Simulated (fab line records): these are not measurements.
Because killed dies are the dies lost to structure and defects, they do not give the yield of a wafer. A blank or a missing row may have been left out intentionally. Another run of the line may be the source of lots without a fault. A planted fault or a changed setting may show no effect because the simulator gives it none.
Commonality check across tools ; flow gf180mcu ; Lots sampled 12, wafers sampled 42

## REASON FOR OPENING
GF_TOP_METAL_RS_MEAS_05, reading TOP_METAL_ALCU_RS: flagged on 2 of 12 lots. No-fault wafers: 0.0330 ohm/sq, standard deviation 0.00033.
Rule: a lot is flagged when every wafer of it that has a number lies more than 4 standard deviations from that mean, or none has a number. The other lots count as sound.

lot;measured;on;TOP_METAL_ALCU_RS (ohm/sq), wafer by wafer;flag
L886;day 27 13:07;film-metro-04;0.0328 0.0325 0.0328;
L887;day 27 21:35;film-metro-04;0.0329 0.0333 0.0334;
L888;day 28 14:01;film-metro-03;0.0329 0.0332 0.0330;
L890;day 29 04:01;film-metro-04;0.0327 0.0331 0.0332;
L891;day 29 07:58;film-metro-04;0.0331 0.0329 0.0331;
L894;day 30 03:44;film-metro-03;0.0330 0.0332 0.0330;
L896;day 30 20:59;film-metro-04;0.0333 0.0335 0.0333;
L897;day 30 21:20;film-metro-03;0.0334 0.0335 0.0331;
L898;day 31 06:47;film-metro-03;0.0332 0.0330 0.0334;
L904;day 32 21:06;film-metro-03;0.0387 0.0390 0.0388 0.0387 0.0390 0.0388;FLAGGED
L906;day 33 07:35;film-metro-04;0.0399 0.0398 0.0399 0.0399 0.0398 0.0399;FLAGGED
L907;day 33 08:14;film-metro-03;0.0327 0.0332 0.0333;
The numbers of the flagged lots are 0.0393 ohm/sq on average: +0.0063 ohm/sq against the usual, or +19 standard deviations.

## WHICH TOOL RAN EACH LOT
The record holds 1 process step before the reading, out of a route of 602 steps. In each cell: the tool, then ch and the chambers that the sampled wafers went through, then the start.
lot;flag;GF_TOP_METAL_SPUTTER_02
L886;;pvd-sputter-04, day 27 13:01
L887;;pvd-sputter-01, day 27 21:30
L888;;pvd-sputter-01, day 28 13:56
L890;;pvd-sputter-04, day 29 03:54
L891;;pvd-sputter-02, day 29 07:50
L894;;pvd-sputter-01, day 30 03:38
L896;;pvd-sputter-02, day 30 20:50
L897;;pvd-sputter-04, day 30 21:14
L898;;pvd-sputter-01, day 31 06:40
L904;FLAGGED;pvd-sputter-02, day 32 21:01
L906;FLAGGED;pvd-sputter-02, day 33 07:30
L907;;pvd-sputter-04, day 33 08:08
What these steps do:
- GF_TOP_METAL_SPUTTER_02: material AlCu, target thk 900 nm, time 47.82 s.
- GF_TOP_METAL_RS_MEAS_05: measures by four-point-probe.

## FLAGGED OVER TOTAL, TOOL BY TOOL (the gauges that took the reading come last)
step;tool;lots run;flagged;share of the flagged lots;sound lots run after its first flagged lot
GF_TOP_METAL_SPUTTER_02;pvd-sputter-01;4;0;none;-
GF_TOP_METAL_SPUTTER_02;pvd-sputter-02;4;2;all;0
GF_TOP_METAL_SPUTTER_02;pvd-sputter-04;4;0;none;-
GF_TOP_METAL_RS_MEAS_05;film-metro-03;6;1;some;1 (L907)
GF_TOP_METAL_RS_MEAS_05;film-metro-04;6;1;some;0

## WHAT IS ALLOWED BY THE TABLE
All flagged lots share 1 row of the table, namely pvd-sputter-02 at GF_TOP_METAL_SPUTTER_02.
- pvd-sputter-02 at GF_TOP_METAL_SPUTTER_02: 2 of its 4 lots flagged. Last sound lot L896 at day 30 20:50, first flagged lot L904 at day 32 21:01; a fault beginning in between fits. Its own readings (cathode-dc-power-W) fall more than 4 standard deviations out on all wafers of the flagged lots.
Left over: one tool, pvd-sputter-02 at GF_TOP_METAL_SPUTTER_02.

## WHAT HAD BEEN PUT IN BY THE SIMULATOR
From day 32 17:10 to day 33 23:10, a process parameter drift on pvd-sputter-02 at GF_TOP_METAL_SPUTTER_02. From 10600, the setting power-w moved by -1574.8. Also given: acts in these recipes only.
Shown lots that were struck: L904, L906. The rule above reached the same finding.
